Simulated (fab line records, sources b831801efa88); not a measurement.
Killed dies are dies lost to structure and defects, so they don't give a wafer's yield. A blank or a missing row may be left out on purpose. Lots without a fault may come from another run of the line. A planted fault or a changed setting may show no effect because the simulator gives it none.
Which tool did it? | flow sky130 | 24 lots, 72 wafers sampled, at 3 steps of a route of 708

WHAT THE GAUGES READ, wafer by wafer
SKY_NWELL_OVL_MEAS_10.
lot  | measured     | on         | NWELL_00_OVL (nm)
L074 | day 4 13:43  | overlay-01 | -0.2 -0.8 1.2
L075 | day 4 19:35  | overlay-02 | 0.5 0.6 0.2
L076 | day 5 02:49  | overlay-01 | -0.6 -0.6 -0.8
L077 | day 5 08:29  | overlay-01 | -1.9 -1.7 -1.7
L078 | day 5 15:34  | overlay-01 | 0.8 0.6 -0.6
L079 | day 5 23:14  | overlay-02 | 0.1 -1.8 -2.1
L080 | day 6 01:55  | overlay-02 | -1.8 -2.2 -1.5
L081 | day 6 08:43  | overlay-02 | -2.6 -2.4 -1.9
L082 | day 6 14:16  | overlay-02 | -0.5 -0.7 0.7
L083 | day 6 17:28  | overlay-01 | -1.3 -2.0 -2.7
L084 | day 6 22:16  | overlay-02 | -0.2 -1.3 -2.8
L085 | day 7 06:22  | overlay-02 | -0.6 -0.8 -0.6
L086 | day 7 13:52  | overlay-01 | -2.7 -0.3 -1.2
L087 | day 7 17:52  | overlay-02 | -0.4 -1.6 -0.8
L088 | day 7 23:28  | overlay-02 | -1.6 -2.0 -2.5
L089 | day 8 03:19  | overlay-02 | -0.5 -0.6 -1.3
L090 | day 8 10:41  | overlay-01 | 0.5 0.0 0.1
L091 | day 8 20:28  | overlay-01 | -0.3 0.1 0.5
L092 | day 9 00:10  | overlay-01 | -1.3 -1.7 -0.2
L093 | day 9 02:58  | overlay-02 | 0.2 -0.8 -0.5
L094 | day 9 10:25  | overlay-02 | -0.4 1.2 1.9
L095 | day 9 15:25  | overlay-02 | -0.7 1.2 -0.6
L096 | day 9 19:26  | overlay-02 | -3.7 0.2 -2.1
L097 | day 10 02:59 | overlay-02 | 0.0 0.7 0.1

SKY_SD_N_OVL_MEAS_08.
lot  | measured     | on         | SD_N_OVL (nm)
L074 | day 27 23:38 | overlay-02 | 0.5 0.6 0.5
L075 | day 28 21:58 | overlay-02 | 0.7 0.3 0.5
L076 | day 29 02:46 | overlay-01 | 0.8 -0.2 0.3
L077 | day 29 05:27 | overlay-02 | 0.6 1.3 2.0
L078 | day 29 15:20 | overlay-01 | -1.4 -1.6 -2.4
L079 | day 30 02:14 | overlay-02 | 0.2 -0.8 -1.0
L080 | day 30 04:47 | overlay-01 | 0.0 -0.7 -1.8
L081 | day 30 17:02 | overlay-02 | 0.2 -0.9 0.9
L082 | day 31 05:08 | overlay-02 | 1.2 0.7 -0.6
L083 | day 31 06:19 | overlay-01 | -0.8 -0.4 -0.8
L084 | day 31 15:16 | overlay-02 | -0.7 -1.0 -0.6
L085 | day 32 01:08 | overlay-02 | 3.2 3.9 2.7
L086 | day 32 08:56 | overlay-02 | 0.1 1.6 0.5
L087 | day 32 14:08 | overlay-01 | 0.1 -1.2 0.0
L088 | day 32 21:37 | overlay-01 | 0.1 0.1 -0.8
L089 | day 33 10:02 | overlay-02 | 1.3 1.0 2.6
L090 | day 33 13:36 | overlay-02 | 3.9 0.9 3.4
L091 | day 33 20:11 | overlay-02 | 0.5 1.3 2.1
L092 | day 34 00:37 | overlay-01 | 0.0 1.0 1.6
L093 | day 34 05:20 | overlay-01 | -0.4 -0.7 -1.7
L094 | day 34 12:23 | overlay-02 | 0.0 0.0 0.1
L095 | day 34 19:04 | overlay-02 | 0.0 -1.7 -0.5
L096 | day 35 01:03 | overlay-01 | 0.8 -0.1 -0.6
L097 | day 35 09:35 | overlay-02 | 1.5 0.3 1.3

WHICH TOOL RAN EACH LOT (tool, then ch and the chambers of the sampled wafers, then the start)
lot  | SKY_FIELD_ISO_ETCH_15
L074 | rie_diel-04 ch 1,2,3, day 2 03:08
L075 | rie_diel-03 ch 1,2,3, day 2 10:23
L076 | rie_diel-04 ch 0,1,3, day 2 16:04
L077 | rie_diel-02 ch 0,2,3, day 2 20:09
L078 | rie_diel-03 ch 1,2,3, day 3 04:49
L079 | rie_diel-03 ch 0,2,3, day 3 09:28
L080 | rie_diel-02 ch 0,1,2, day 3 14:20
L081 | rie_diel-02 ch 1,2, day 3 19:56
L082 | rie_diel-04 ch 0,1,2, day 4 00:14
L083 | rie_diel-02 ch 1,2,3, day 4 04:04
L084 | rie_diel-03 ch 1,2,3, day 4 08:17
L085 | rie_diel-02 ch 0,2,3, day 4 15:38
L086 | rie_diel-04 ch 0,1,2, day 4 20:05
L087 | rie_diel-02 ch 0,1,2, day 5 01:26
L088 | rie_diel-03 ch 0,1,3, day 5 05:54
L089 | rie_diel-03 ch 0,2,3, day 5 10:19
L090 | rie_diel-02 ch 0,1, day 5 17:40
L091 | rie_diel-02 ch 0,1,3, day 6 03:20
L092 | rie_diel-04 ch 0,1,3, day 6 03:27
L093 | rie_diel-02 ch 1,2,3, day 6 08:32
L094 | rie_diel-02 ch 0,2,3, day 6 13:50
L095 | rie_diel-02 ch 0,1,2, day 6 19:02
L096 | rie_diel-03 ch 0,1,2, day 6 22:53
L097 | rie_diel-04 ch 0,3, day 7 04:08
- SKY_FIELD_ISO_ETCH_15: etches the open film in CHF3/O2, stops on Si, target depth 180 nm, time 72 s.

WHAT THE TOOLS THEMSELVES READ (means of the sampled wafers that have a number; where no wafer has one, the mark that the record gives instead)
SKY_FIELD_ISO_ETCH_15.
lot  | tool        | drypump_motor_current_A (A) | oes_product_au (a.u.) | throttle_valve_pct (%)
L074 | rie_diel-04 | 5.9                         | 0.948                 | 8.839
L075 | rie_diel-03 | 5.8                         | 0.941                 | 8.839
L076 | rie_diel-04 | 5.9                         | 0.952                 | 8.841
L077 | rie_diel-02 | 5.6                         | 0.940                 | 8.846
L078 | rie_diel-03 | 5.8                         | 0.946                 | 8.850
L079 | rie_diel-03 | 5.7                         | 0.949                 | 8.848
L080 | rie_diel-02 | 6.0                         | 0.938                 | 8.845
L081 | rie_diel-02 | 6.4                         | 0.953                 | 8.845
L082 | rie_diel-04 | 5.8                         | 0.939                 | 8.850
L083 | rie_diel-02 | 6.1                         | 0.943                 | 8.839
L084 | rie_diel-03 | 5.8                         | 0.943                 | 8.837
L085 | rie_diel-02 | 5.7                         | 0.951                 | 8.846
L086 | rie_diel-04 | 5.8                         | 0.948                 | 8.845
L087 | rie_diel-02 | 5.9                         | 0.932                 | 8.841
L088 | rie_diel-03 | 5.8                         | 0.938                 | 8.844
L089 | rie_diel-03 | 5.6                         | 0.945                 | 8.843
L090 | rie_diel-02 | 5.5                         | 0.951                 | 8.852
L091 | rie_diel-02 | 5.6                         | 0.948                 | 8.846
L092 | rie_diel-04 | 5.9                         | 0.948                 | 8.851
L093 | rie_diel-02 | 6.0                         | 0.946                 | 8.842
L094 | rie_diel-02 | 5.6                         | 0.955                 | 8.851
L095 | rie_diel-02 | 6.0                         | 0.948                 | 8.849
L096 | rie_diel-03 | 5.7                         | 0.946                 | 8.849
L097 | rie_diel-04 | 6.0                         | 0.948                 | 8.837

THE ANSWER, worked out from the rows above alone
Rule: what is usual is taken from the lots themselves. Put in order of their means at a reading, lots are off if they are a third of the lots or fewer, leave a main group of 4 or more, and stand apart from it by a gap of 3 or more times the standard deviation of the main group's means; of several such gaps the widest counts. A main group whose means are all the same, to the digits that the tables above print for the reading, isn't used. A lot without any number at a reading at which 4 lots or more have one is off too. The other lots that the step has rows for count as sound. The gauges are gone through in route order, then the tools' own readings, and for those a lot's mean is taken as printed above. The first step at which some lot is off is used, and at that step the reading that is off furthest; a lot without a number counts as furthest.
No lot is off at any reading shown: from this, nothing can be told.

WHAT THE SIMULATOR HAD PUT IN
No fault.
